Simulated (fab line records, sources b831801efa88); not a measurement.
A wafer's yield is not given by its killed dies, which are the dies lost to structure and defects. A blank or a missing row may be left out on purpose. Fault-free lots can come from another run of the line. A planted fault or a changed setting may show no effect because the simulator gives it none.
Tool commonality check :: flow gf180mcu :: Lots sampled 14, wafers sampled 42

WHY THIS WAS OPENED
GF_HV_LDD_TW_MEAS_11, reading HV_LDD_TW: flagged on 2 of 14 lots. No-fault wafers: 2421, standard deviation 22.
Rule: a lot is flagged when every wafer of it that has a number lies more than 4 standard deviations from that mean, or none has a number. The other lots count as sound.

lot: L262
measured: day 10 03:11
on: film metro-01
HV_LDD_TW, wafer by wafer: 2438 2440 2436
flag: 

lot: L261
measured: day 10 04:46
on: film metro-03
HV_LDD_TW, wafer by wafer: 2433 2428 2438
flag: 

lot: L264
measured: day 10 17:45
on: film metro-04
HV_LDD_TW, wafer by wafer: 2415 2414 2415
flag: 

lot: L265
measured: day 10 21:46
on: film metro-01
HV_LDD_TW, wafer by wafer: 2433 2434 2443
flag: 

lot: L268
measured: day 12 10:54
on: film metro-04
HV_LDD_TW, wafer by wafer: 30 30 30
flag: FLAGGED

lot: L270
measured: day 13 05:00
on: film metro-01
HV_LDD_TW, wafer by wafer: 30 30 30
flag: FLAGGED

lot: L276
measured: day 14 11:32
on: film metro-04
HV_LDD_TW, wafer by wafer: 2387 2386 2387
flag: 

lot: L277
measured: day 14 16:04
on: film metro-03
HV_LDD_TW, wafer by wafer: 2414 2395 2420
flag: 

lot: L278
measured: day 14 23:38
on: film metro-03
HV_LDD_TW, wafer by wafer: 2420 2420 2408
flag: 

lot: L279
measured: day 15 12:10
on: film metro-01
HV_LDD_TW, wafer by wafer: 2449 2450 2445
flag: 

lot: L280
measured: day 16 00:14
on: film metro-01
HV_LDD_TW, wafer by wafer: 2446 2441 2450
flag: 

lot: L281
measured: day 16 10:34
on: film metro-04
HV_LDD_TW, wafer by wafer: 2368 2371 2367
flag: 

lot: L282
measured: day 16 20:49
on: film metro-03
HV_LDD_TW, wafer by wafer: 2430 2421 2423
flag: 

lot: L284
measured: day 17 18:44
on: film metro-04
HV_LDD_TW, wafer by wafer: 2391 2386 2381
flag: 
Flagged lots average 30: -2391 relative to the usual, that is -99 or more standard deviations.

WHICH TOOL RAN EACH LOT
2 process steps preceding the reading are held in the record, out of 602 steps in the route. In each cell: the tool, then ch and the chambers that the sampled wafers went through, then the start.
lot: L262
flag: 
GF_POLY_GATE_STRIP_14: plasma asher-02 ch 0,1, day 9 07:17
GF_HV_LDD_IMPLANT_09: implanter-02 ch 0, day 10 02:58

lot: L261
flag: 
GF_POLY_GATE_STRIP_14: plasma asher-04 ch 0,1, day 9 09:11
GF_HV_LDD_IMPLANT_09: implanter-01 ch 0, day 10 04:33

lot: L264
flag: 
GF_POLY_GATE_STRIP_14: plasma asher-04 ch 0,1, day 9 21:11
GF_HV_LDD_IMPLANT_09: implanter-02 ch 0, day 10 17:30

lot: L265
flag: 
GF_POLY_GATE_STRIP_14: plasma asher-02 ch 0,1, day 10 03:01
GF_HV_LDD_IMPLANT_09: implanter-03 ch 0, day 10 21:32

lot: L268
flag: FLAGGED
GF_POLY_GATE_STRIP_14: plasma asher-01 ch 1, day 11 13:49
GF_HV_LDD_IMPLANT_09: implanter-03, day 12 10:40

lot: L270
flag: FLAGGED
GF_POLY_GATE_STRIP_14: plasma asher-04 ch 0,1, day 12 07:17
GF_HV_LDD_IMPLANT_09: implanter-03, day 13 04:46

lot: L276
flag: 
GF_POLY_GATE_STRIP_14: plasma asher-01 ch 0,1, day 13 12:55
GF_HV_LDD_IMPLANT_09: implanter-02 ch 0, day 14 11:19

lot: L277
flag: 
GF_POLY_GATE_STRIP_14: plasma asher-02 ch 0,1, day 13 18:01
GF_HV_LDD_IMPLANT_09: implanter-03 ch 0, day 14 15:50

lot: L278
flag: 
GF_POLY_GATE_STRIP_14: plasma asher-01 ch 0,1, day 13 23:50
GF_HV_LDD_IMPLANT_09: implanter-02 ch 0, day 14 23:23

lot: L279
flag: 
GF_POLY_GATE_STRIP_14: plasma asher-02 ch 0,1, day 14 13:51
GF_HV_LDD_IMPLANT_09: implanter-03 ch 0, day 15 11:57

lot: L280
flag: 
GF_POLY_GATE_STRIP_14: plasma asher-02 ch 0,1, day 15 01:07
GF_HV_LDD_IMPLANT_09: implanter-03 ch 0, day 15 23:59

lot: L281
flag: 
GF_POLY_GATE_STRIP_14: plasma asher-04 ch 0,1, day 15 09:46
GF_HV_LDD_IMPLANT_09: implanter-01 ch 0, day 16 10:20

lot: L282
flag: 
GF_POLY_GATE_STRIP_14: plasma asher-04 ch 0,1, day 15 20:28
GF_HV_LDD_IMPLANT_09: implanter-02 ch 0, day 16 20:35

lot: L284
flag: 
GF_POLY_GATE_STRIP_14: plasma asher-02 ch 0,1, day 16 17:34
GF_HV_LDD_IMPLANT_09: implanter-03 ch 0, day 17 18:29
What the steps here do:
- GF_POLY_GATE_STRIP_14: strips in O2/N2.
- GF_HV_LDD_IMPLANT_09
- GF_HV_LDD_TW_MEAS_11

FLAGGED OVER TOTAL, TOOL BY TOOL (the gauges that took the reading come last)
step: GF_POLY_GATE_STRIP_14
tool: plasma asher-01
lots run: 3
flagged: 1
share of the flagged lots: some
sound lots run after its first flagged lot: 2 (L276,L278)

step: GF_POLY_GATE_STRIP_14
tool: plasma asher-02
lots run: 6
flagged: 0
share of the flagged lots: none
sound lots run after its first flagged lot: -

step: GF_POLY_GATE_STRIP_14
tool: plasma asher-04
lots run: 5
flagged: 1
share of the flagged lots: some
sound lots run after its first flagged lot: 2 (L281,L282)

step: GF_HV_LDD_IMPLANT_09
tool: implanter-01
lots run: 2
flagged: 0
share of the flagged lots: none
sound lots run after its first flagged lot: -

step: GF_HV_LDD_IMPLANT_09
tool: implanter-02
lots run: 5
flagged: 0
share of the flagged lots: none
sound lots run after its first flagged lot: -

step: GF_HV_LDD_IMPLANT_09
tool: implanter-03
lots run: 7
flagged: 2
share of the flagged lots: all
sound lots run after its first flagged lot: 4 (L277,L279,L280,L284)

step: GF_HV_LDD_TW_MEAS_11
tool: film metro-01
lots run: 5
flagged: 1
share of the flagged lots: some
sound lots run after its first flagged lot: 2 (L279,L280)

step: GF_HV_LDD_TW_MEAS_11
tool: film metro-03
lots run: 4
flagged: 0
share of the flagged lots: none
sound lots run after its first flagged lot: -

step: GF_HV_LDD_TW_MEAS_11
tool: film metro-04
lots run: 5
flagged: 1
share of the flagged lots: some
sound lots run after its first flagged lot: 3 (L276,L281,L284)

WHAT THE TABLE ALLOWS
In the table, 1 row covers all flagged lots: implanter-03 at GF_HV_LDD_IMPLANT_09.
- implanter-03 at GF_HV_LDD_IMPLANT_09: 2 of its 7 lots flagged. Sound lots ran on it after the first flagged one (L277, L279, L280, L284), which a lasting fault on the whole tool wouldn't allow. On the flagged lots its readings are blank where sound lots have values: beam energy keV, beam on s.
Not one row of the table ran every flagged lot while running no sound lot after the first.

WHAT THE SIMULATOR HAD PUT IN
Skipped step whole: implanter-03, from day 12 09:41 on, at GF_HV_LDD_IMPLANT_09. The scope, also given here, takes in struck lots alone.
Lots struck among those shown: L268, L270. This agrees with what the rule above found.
